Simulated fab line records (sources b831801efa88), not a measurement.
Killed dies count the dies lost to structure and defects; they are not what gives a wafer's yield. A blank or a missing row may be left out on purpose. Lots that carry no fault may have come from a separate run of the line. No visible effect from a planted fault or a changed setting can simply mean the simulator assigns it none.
fab line records	flow sky130
[record] lots = 13	wafers = 39	lastDay = 50
route steps=708 shown FIELD_ISO@15 DNWELL@43 NWELL@73
lots that met no fault: taken from a fault-free run of the same line
startH: hours from the record's first day to the start of the lot's first wafer shown	waitH: hours elapsed since this lot's preceding step	" same as the row above	L1.1+2: one row covering several wafers at once	- either no value or no given start	* or withheld: withheld	< > ~ a bound
route shown NAME@n: names a module that has steps shown in the file, with the first one's number in the route	usual: the fault-free wafers' mean and standard deviation	same: alike in all rows	chamber/n: place in a boat	sites: the reading at each site	_std_site: standard deviation of those values	_edge_site: the outer-site mean with the inner-site mean subtracted	radiusMm: how far each site lies from the wafer's centre	mask NAME#n: copy n	behind: tool/chamber where the wafer was last shaped	hold: cause of the lot's hold/its duration in hours/its outcome	device: which transistor (n, p or np) failed to switch	end of line: tests of these same wafers at the route's end	for a step that has no rows: nothing shown but its recipe	killed: not the wafer's yield, but the dies lost to structure and defects at the first sort	map: a wafer's dies, marking killed ones x, the rest . and places with no die _
set.NAME: setting as actually run; set.NAME@STEP: the setting as run at that earlier step	model.NAME: the simulator's own value behind a step, which no gauge read
one table for each step of the route and one row for each wafer, over a sample of lots
services: a tool's chamber out of use, with start hour (startH, from the record's first day; less than 0 if before it), hours out, and reason
[[steps]]
[step SKY_FIELD_ISO_ETCH_14]
[recipe] chemistry = N2/H2	target = BARC	ionEnergyEv = 200	sourceW = 500	biasW = 100	pressureMtorr = 30	n2FlowSccm = 100	h2FlowSccm = 200	stopOn = SiO2	timeS = 48.11	targetDepthA = 600
[usual] drypumpMotorCurrentA = 5.6/0.45	oesProductAu = 0.843/0.0047	throttleValvePct = 13.224/0.0095
lot.wafer	tool	chamber	startH	waitH	drypumpMotorCurrentA	oesProductAu	rfHoursCounterH	throttleValvePct
L626.1	rieDiel-02	1	31.54	0.1	5.8	0.837	4	13.214
L626.3	"	2	"	"	6.4	0.841	54	13.224
L626.5	"	3	"	"	6.0	0.844	-	13.211
L627.1	rieDiel-01	2	34.39	0.1	4.9	0.847	3	13.224
L627.2	"	0	"	"	5.4	0.844	157	13.221
L627.5	"	3	"	"	5.7	0.845	-	13.243
L629.4	rieDiel-04	0	44.17	0.1	5.8	0.843	-	13.210
L629.5	"	2	"	"	5.7	0.843	-	13.231
L629.6	"	1	"	"	6.1	0.842	-	13.229
L638.2	rieDiel-04	3	90.94	0.1	5.2	0.844	1	13.229
L638.5	"	1	"	"	6.1	0.840	-	13.226
L638.6	"	0	"	"	5.8	0.845	-	13.224
L639.2	rieDiel-01	1	96.89	0.1	5.5	0.846	160	13.234
L639.4	"	3	"	"	5.7	0.840	0	13.235
L639.6	"	3	"	"	5.7	0.845	-	13.222
L641.1	rieDiel-02	2	106.39	0.1	6.4	0.858	55	13.213
L641.3	"	3	"	"	6.0	0.837	117	13.232
L641.5	"	1	"	"	5.8	0.847	-	13.209
L642.2	rieDiel-04	1	111.99	0.1	6.1	0.845	49	13.221
L642.5	"	0	"	"	5.8	0.844	-	13.225
L642.6	"	3	"	"	5.2	0.839	-	13.226
L643.3	rieDiel-02	2	118.29	0.1	6.5	0.836	55	13.240
L643.4	"	1	"	"	5.8	0.851	5	13.227
L643.6	"	3	"	"	6.0	0.841	-	13.207
L644.1	rieDiel-02	1	125.09	0.1	5.8	0.841	5	13.211
L644.2	"	3	"	"	6.0	0.843	118	13.231
L644.4	"	0	"	"	5.0	0.848	66	13.230
L646.2	rieDiel-01	0	134.04	0.1	5.4	0.848	160	13.222
L646.3	"	2	"	"	4.9	0.840	5	13.218
L646.5	"	3	"	"	5.7	0.843	-	13.231
L647.1	rieDiel-01	2	139.04	0.1	4.9	0.845	5	13.236
L647.2	"	0	"	"	5.4	0.841	160	13.223
L647.6	"	0	"	"	5.4	0.843	-	13.228
L648.2	rieDiel-02	3	142.04	0.1	6.0	0.841	118	13.237
L648.5	"	0	"	"	5.0	0.845	-	13.220
L648.6	"	1	"	"	5.8	0.852	-	13.220
L649.1	rieDiel-02	1	149.69	0.1	5.8	0.839	5	13.225
L649.4	"	2	"	"	6.4	0.850	56	13.212
L649.5	"	2	"	"	6.4	0.833	-	13.234
[step SKY_DNWELL_STRIP_08]
[recipe] chemistry = O2/N2	powerW = 1400	pressureMtorr = 1500	platenTempC = withheld	o2FlowSccm = 3000	n2FlowSccm = 300	overashFraction = 0.5
[usual] drypumpMotorCurrentA = 5.9/0.41	oesProductAu = 0.723/0.0044	stripTimeToEndpointS = 36.88/0.1
lot.wafer	tool	chamber	startH	waitH	drypumpMotorCurrentA	oesProductAu	rfHoursCounterH	stripTimeToEndpointS
L626.1	plasmaAsher-04	0	57.88	0.1	5.5	0.719	39	36.74
L626.3	"	1	"	"	5.4	0.713	-	36.72
L626.5	"	1	"	"	5.4	0.724	-	36.78
L627.1	plasmaAsher-03	0	59.93	0.1	6.6	0.728	37	37.10
L627.2	"	1	"	"	6.3	0.722	37	36.94
L627.5	"	1	"	"	6.3	0.727	-	37.04
L629.4	plasmaAsher-02	1	68.41	0.1	6.0	0.719	-	36.81
L629.5	"	0	"	"	6.2	0.723	-	36.82
L629.6	"	1	"	"	6.0	0.720	-	36.91
L638.2	plasmaAsher-02	1	116.42	0.1	6.0	0.725	31	36.88
L638.5	"	0	"	"	6.2	0.717	-	36.82
L638.6	"	1	"	"	6.0	0.722	-	36.85
L639.2	plasmaAsher-03	1	122.27	0.1	6.3	0.725	43	36.92
L639.4	"	0	"	"	6.6	0.723	-	36.92
L639.6	"	0	"	"	6.6	0.727	-	36.89
L641.1	plasmaAsher-04	0	131.27	0.1	5.5	0.731	1	36.86
L641.3	"	0	"	"	5.5	0.728	-	36.83
L641.5	"	0	"	"	5.5	0.723	-	36.75
L642.2	plasmaAsher-02	1	137.62	0.1	6.0	0.718	33	36.79
L642.5	"	0	"	"	6.2	0.713	-	36.83
L642.6	"	1	"	"	6.0	0.727	-	36.78
L643.3	plasmaAsher-04	1	143.94	0.1	5.4	0.718	-	36.86
L643.4	"	0	"	"	5.5	0.713	-	36.94
L643.6	"	0	"	"	5.5	0.718	-	36.85
L644.1	plasmaAsher-03	1	153.37	0.1	6.3	0.726	46	36.94
L644.2	"	0	"	"	6.6	0.725	46	36.90
L644.4	"	1	"	"	6.3	0.723	-	36.94
L646.2	plasmaAsher-02	1	160.67	0.1	6.0	0.720	34	36.85
L646.3	"	0	"	"	6.1	0.719	-	36.85
L646.5	"	1	"	"	6.0	0.722	-	36.90
L647.1	plasmaAsher-04	1	166.47	0.1	5.4	0.717	5	36.90
L647.2	"	0	"	"	5.5	0.721	5	36.77
L647.6	"	0	"	"	5.5	0.722	-	36.75
L648.2	plasmaAsher-02	1	172.11	0.1	6.0	0.725	35	36.88
L648.5	"	1	"	"	6.0	0.719	-	36.85
L648.6	"	0	"	"	6.1	0.733	-	36.77
L649.1	plasmaAsher-02	0	179.57	0.1	6.2	0.727	36	36.90
L649.4	"	1	"	"	6.0	0.722	-	36.86
L649.5	"	0	"	"	6.2	0.717	-	36.99
[step SKY_NWELL_EXPOSE_20]
[recipe] maskId = NWM_COMPLEMENT	na = 0.6	sourceShape = conventional	sigmaOuter = 0.6	polarization = unpolarized	targetCdNm = 840	doseMj = 260
[usual] focusOffsetNm = 0.0/0.52
lot.wafer	tool	chamber	startH	waitH	mask	focusOffsetNm
L626.1	ilineStepper-02	0	102.07	-	NWM_COMPLEMENT#0	0.7
L626.3	"	0	"	"	NWM_COMPLEMENT#0	0.3
L626.5	"	0	"	"	NWM_COMPLEMENT#0	0.7
L627.1	ilineStepper-01	0	102.90	-	NWM_COMPLEMENT#0	0.5
L627.2	"	0	"	"	NWM_COMPLEMENT#0	-0.3
L627.5	"	0	"	"	NWM_COMPLEMENT#0	0.1
L629.4	ilineStepper-02	0	111.58	-	HVTPM#0	0.0
L629.5	"	0	"	"	HVTPM#0	-0.4
L629.6	"	0	"	"	HVTPM#0	0.4
L638.2	ilineStepper-02	0	166.86	-	NWM_COMPLEMENT#0	0.9
L638.5	"	0	"	"	NWM_COMPLEMENT#0	0.5
L638.6	"	0	"	"	NWM_COMPLEMENT#0	0.1
L639.2	ilineStepper-02	0	172.54	-	NWM_COMPLEMENT#0	-0.2
L639.4	"	0	"	"	NWM_COMPLEMENT#0	-1.1
L639.6	"	0	"	"	NWM_COMPLEMENT#0	-0.2
L641.1	ilineStepper-02	0	181.65	-	NWM_COMPLEMENT#0	0.0
L641.3	"	0	"	"	NWM_COMPLEMENT#0	0.5
L641.5	"	0	"	"	NWM_COMPLEMENT#0	0.2
L642.2	ilineStepper-02	0	189.39	-	NWM_COMPLEMENT#0	0.5
L642.5	"	0	"	"	NWM_COMPLEMENT#0	0.0
L642.6	"	0	"	"	NWM_COMPLEMENT#0	0.8
L643.3	ilineStepper-01	0	195.64	-	NWM_COMPLEMENT#0	0.5
L643.4	"	0	"	"	NWM_COMPLEMENT#0	-0.1
L643.6	"	0	"	"	NWM_COMPLEMENT#0	-0.2
L644.1	ilineStepper-01	0	205.72	-	NWM_COMPLEMENT#0	0.2
L644.2	"	0	"	"	NWM_COMPLEMENT#0	-0.3
L644.4	"	0	"	"	NWM_COMPLEMENT#0	0.3
L646.2	ilineStepper-01	0	215.09	-	NWM_COMPLEMENT#0	0.4
L646.3	"	0	"	"	NWM_COMPLEMENT#0	1.1
L646.5	"	0	"	"	NWM_COMPLEMENT#0	-0.1
L647.1	ilineStepper-02	0	219.44	-	NWM_COMPLEMENT#0	0.8
L647.2	"	0	"	"	NWM_COMPLEMENT#0	-0.6
L647.6	"	0	"	"	NWM_COMPLEMENT#0	0.4
L648.2	ilineStepper-02	0	227.09	-	NWM_COMPLEMENT#0	-0.6
L648.5	"	0	"	"	NWM_COMPLEMENT#0	-0.3
L648.6	"	0	"	"	NWM_COMPLEMENT#0	-0.3
L649.1	ilineStepper-01	0	234.70	-	NWM_COMPLEMENT#0	-0.5
L649.4	"	0	"	"	NWM_COMPLEMENT#0	-1.1
L649.5	"	0	"	"	NWM_COMPLEMENT#0	-1.1
[step SKY_NWELL_OVL_MEAS_23]
[usual] NWELL_01_OVL = 0.9/1.5
lot.wafer	tool	chamber	startH	waitH	NWELL_01_OVL[nm]
L626.1	overlay-02	-	110.72	-	1.0
L626.3	"	-	"	"	1.3
L626.5	"	-	"	"	0.8
L627.1	overlay-01	-	111.07	-	-1.5
L627.2	"	-	"	"	-1.4
L627.5	"	-	"	"	-2.6
L629.4	overlay-01	-	121.14	-	-
L629.5	"	-	"	"	-
L629.6	"	-	"	"	-
L638.2	overlay-02	-	176.93	-	1.0
L638.5	"	-	"	"	0.3
L638.6	"	-	"	"	0.5
L639.2	overlay-02	-	183.32	-	4.1
L639.4	"	-	"	"	4.8
L639.6	"	-	"	"	2.1
L641.1	overlay-01	-	192.17	-	1.4
L641.3	"	-	"	"	2.8
L641.5	"	-	"	"	2.9
L642.2	overlay-01	-	199.78	-	2.7
L642.5	"	-	"	"	1.4
L642.6	"	-	"	"	2.0
L643.3	overlay-02	-	206.44	-	0.4
L643.4	"	-	"	"	0.7
L643.6	"	-	"	"	1.0
L644.1	overlay-02	-	216.47	-	2.9
L644.2	"	-	"	"	3.3
L644.4	"	-	"	"	2.9
L646.2	overlay-01	-	225.62	-	-1.0
L646.3	"	-	"	"	-0.1
L646.5	"	-	"	"	0.6
L647.1	overlay-01	-	230.07	-	-0.6
L647.2	"	-	"	"	-0.3
L647.6	"	-	"	"	-1.0
L648.2	overlay-01	-	238.13	-	-0.4
L648.5	"	-	"	"	-0.7
L648.6	"	-	"	"	0.9
L649.1	overlay-02	-	244.92	-	2.1
L649.4	"	-	"	"	2.9
L649.5	"	-	"	"	2.5
[step SKY_NWELL_TW_MEAS_26]
[usual] NWELL_2_TW = 489/3
lot.wafer	tool	chamber	startH	waitH	NWELL_2_TW
L626.1	filmMetro-03	-	111.00	0.1	490
L626.3	"	-	"	"	488
L626.5	"	-	"	"	491
L627.1	filmMetro-03	-	111.35	0.1	491
L627.2	"	-	"	"	489
L627.5	"	-	"	"	490
L629.4	filmMetro-04	-	121.43	0.1	30
L629.5	"	-	"	"	30
L629.6	"	-	"	"	30
L638.2	filmMetro-03	-	177.22	0.1	488
L638.5	"	-	"	"	485
L638.6	"	-	"	"	488
L639.2	filmMetro-03	-	183.61	0.1	486
L639.4	"	-	"	"	486
L639.6	"	-	"	"	488
L641.1	filmMetro-04	-	192.46	0.1	490
L641.3	"	-	"	"	491
L641.5	"	-	"	"	490
L642.2	filmMetro-03	-	200.07	0.1	487
L642.5	"	-	"	"	487
L642.6	"	-	"	"	488
L643.3	filmMetro-04	-	206.73	0.1	488
L643.4	"	-	"	"	490
L643.6	"	-	"	"	491
L644.1	filmMetro-04	-	216.75	0.1	489
L644.2	"	-	"	"	491
L644.4	"	-	"	"	494
L646.2	filmMetro-03	-	225.91	0.1	487
L646.3	"	-	"	"	487
L646.5	"	-	"	"	488
L647.1	filmMetro-02	-	230.36	0.1	493
L647.2	"	-	"	"	492
L647.6	"	-	"	"	489
L648.2	filmMetro-03	-	238.42	0.1	486
L648.5	"	-	"	"	486
L648.6	"	-	"	"	485
L649.1	filmMetro-03	-	245.21	0.1	488
L649.4	"	-	"	"	491
L649.5	"	-	"	"	485
[step SKY_NWELL_RTA_28]
[recipe] tempC = 1050	timeS = 30	idleTempC = 650	rampUpCPerS = 150	rampDownCPerS = 90	ambient = N2
[usual] lampPowerPct = 25.31/0.056	wafer_temp_C_max = 1054.9/1
lot.wafer	tool	chamber	startH	waitH	lampPowerPct	wafer_temp_C_max
L626.1	rtpAnneal-01	0	111.12	0.0	25.45	1055.0
L626.3	"	0	"	"	25.39	1054.7
L626.5	"	0	"	"	25.32	1055.1
L627.1	rtpAnneal-02	0	111.47	0.0	25.25	1055.2
L627.2	"	0	"	"	25.33	1054.6
L627.5	"	0	"	"	25.34	1054.7
L629.4	rtpAnneal-01	0	121.57	0.1	25.33	1054.4
L629.5	"	0	"	"	25.42	1054.5
L629.6	"	0	"	"	25.29	1054.9
L638.2	rtpAnneal-02	0	177.34	0.0	25.33	1053.2
L638.5	"	0	"	"	25.35	1053.1
L638.6	"	0	"	"	25.25	1054.0
L639.2	rtpAnneal-02	0	183.73	0.0	25.22	1054.2
L639.4	"	0	"	"	25.30	1055.4
L639.6	"	0	"	"	25.34	1053.4
L641.1	rtpAnneal-02	0	192.58	0.0	25.37	1056.1
L641.3	"	0	"	"	25.37	1054.0
L641.5	"	0	"	"	25.35	1055.3
L642.2	rtpAnneal-02	0	200.19	0.0	25.29	1055.3
L642.5	"	0	"	"	25.31	1057.8
L642.6	"	0	"	"	25.39	1055.0
L643.3	rtpAnneal-01	0	206.85	0.0	25.38	1054.0
L643.4	"	0	"	"	25.29	1054.0
L643.6	"	0	"	"	25.19	1054.3
L644.1	rtpAnneal-01	0	216.86	0.0	25.36	1055.7
L644.2	"	0	"	"	25.23	1055.4
L644.4	"	0	"	"	25.29	1055.6
L646.2	rtpAnneal-01	0	226.03	0.0	25.19	1054.6
L646.3	"	0	"	"	25.29	1055.0
L646.5	"	0	"	"	25.31	1053.7
L647.1	rtpAnneal-02	0	230.47	0.0	25.41	1055.0
L647.2	"	0	"	"	25.20	1055.0
L647.6	"	0	"	"	25.33	1055.2
L648.2	rtpAnneal-01	0	238.59	0.0	25.33	1056.3
L648.5	"	0	"	"	25.37	1054.5
L648.6	"	0	"	"	25.28	1056.0
L649.1	rtpAnneal-02	0	245.32	0.0	25.30	1057.6
L649.4	"	0	"	"	25.25	1053.2
L649.5	"	0	"	"	25.23	1053.1
[[services]]
tool	chamber	startH	hours	kind
rieDiel-01	1	31.39	11.9	repair
rieDiel-02	1	37.53	6.6	repair
ilineStepper-02	-	64.81	4.4	repair
rtpAnneal-02	-	65.11	3.3	pm
rieDiel-02	0	69.93	7.4	repair
rieDiel-01	2	70.38	13.5	repair
plasmaAsher-02	-	71.83	0.4	repair
rieDiel-02	1	88.19	1.5	repair
rieDiel-01	-	90.51	2.8	pm
ilineStepper-02	-	94.33	1.7	pm
ilineStepper-01	-	97.46	2.1	pm
plasmaAsher-04	-	108.75	9.0	pm
plasmaAsher-04	-	135.79	0.5	repair
plasmaAsher-02	-	154.43	6.0	repair
ilineStepper-01	-	162.30	1.0	repair
rtpAnneal-01	-	178.78	9.0	pm
rieDiel-02	-	181.61	0.2	repair
rieDiel-01	0	182.34	1.2	repair
rieDiel-01	1	188.92	5.9	repair
rieDiel-02	2	193.83	2.4	repair
rieDiel-01	1	215.68	2.8	repair
ilineStepper-01	-	225.85	3.8	repair
ilineStepper-02	-	237.95	2.1	pm
rieDiel-01	3	244.80	2.0	repair
[[key]]
[firstSign] step = SKY_NWELL_EXPOSE_20	reading = mask	direction = changed
[effect] step = SKY_NWELL_OVL_MEAS_23	reading = NWELL_01_OVL	direction = missing
[effect] step = SKY_NWELL_TW_MEAS_26	reading = NWELL_2_TW	direction = down	sigmas = 99+	usual = 489	struck = 30
metAt SKY_NWELL_EXPOSE_20
struckLots L629
sortLeftOut L629.4,L629.5,L629.6
testerLeftOut L629
notActingAt SKY_FIELD_ISO_ETCH_14,SKY_DNWELL_STRIP_08,SKY_NWELL_RTA_28
onsetBetween 102.07 111.58
[fault] kind = wrongMask	tool = any	chamber = -	onsetH = 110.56	steps = SKY_NWELL_EXPOSE_20	auxCopy = HVTPM#0	scope = struckLotsOnly
// testerLeftOut: of these lots the tester's yield and bins aren't shown, on N5 and GAA mostly nor the transistor test; their killed dies are dies lost to structure and defects alone, not to doping, threshold or leakage, so they don't give the yield
// sortLeftOut: the simulated sort isn't trusted on such a fault, so these wafers' sort isn't shown, and their yield isn't known
